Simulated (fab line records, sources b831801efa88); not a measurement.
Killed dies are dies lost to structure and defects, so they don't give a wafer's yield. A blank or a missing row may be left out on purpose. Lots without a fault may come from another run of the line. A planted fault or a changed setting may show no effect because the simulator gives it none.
Chamber matching | flow sky130 | SKY_CONTACT_CMP_04 on cmp-01: 4 sister chambers
The step polishes SiO2. 4 wafers are shown with their chamber, then 7 later ones without.

WAFERS WITH THEIR CHAMBER
wafer  | chamber | motor_current_A (A)
L801.4 | 1       | 12.3
L802.6 | 3       | 13.0
L803.1 | 2       | 10.5
L803.2 | 0       | 11.9

WAFERS WITHOUT THEIR CHAMBER
wafer  | motor_current_A (A)
L803.6 | 12.8
L804.2 | 12.5
L804.3 | 13.1
L804.5 | 11.7
L805.2 | 12.3
L805.3 | 12.6
L805.4 | 11.9

WHICH CHAMBER EACH WENT THROUGH
wafer  | from the rows above     | in truth
L803.6 | can't be placed: 3 or 1 | 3
L804.2 | can't be placed: 1 or 3 | 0
L804.3 | 3                       | 3
L804.5 | 0                       | 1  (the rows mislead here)
L805.2 | 1                       | 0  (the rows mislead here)
L805.3 | can't be placed: 1 or 3 | 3
L805.4 | 0                       | 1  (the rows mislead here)
Placed correctly: 1 of 7. Can't be placed from these rows: 3 (the true chamber is among the candidates in 2). Placed wrongly: 3.
How it was worked out, from the rows above alone: a wafer's distance from a chamber is the root of the sum, over the readings, of the square of ((its reading less the chamber's mean) divided by the reading's scatter). The wafer belongs to the nearest chamber; if the next one is less than 2 further off, it can't be placed. A chamber's mean is the mean of its shown wafers. The scatter: with one shown wafer a chamber, the root of the mean of the squares of how far each hidden wafer lies from its nearest shown one.
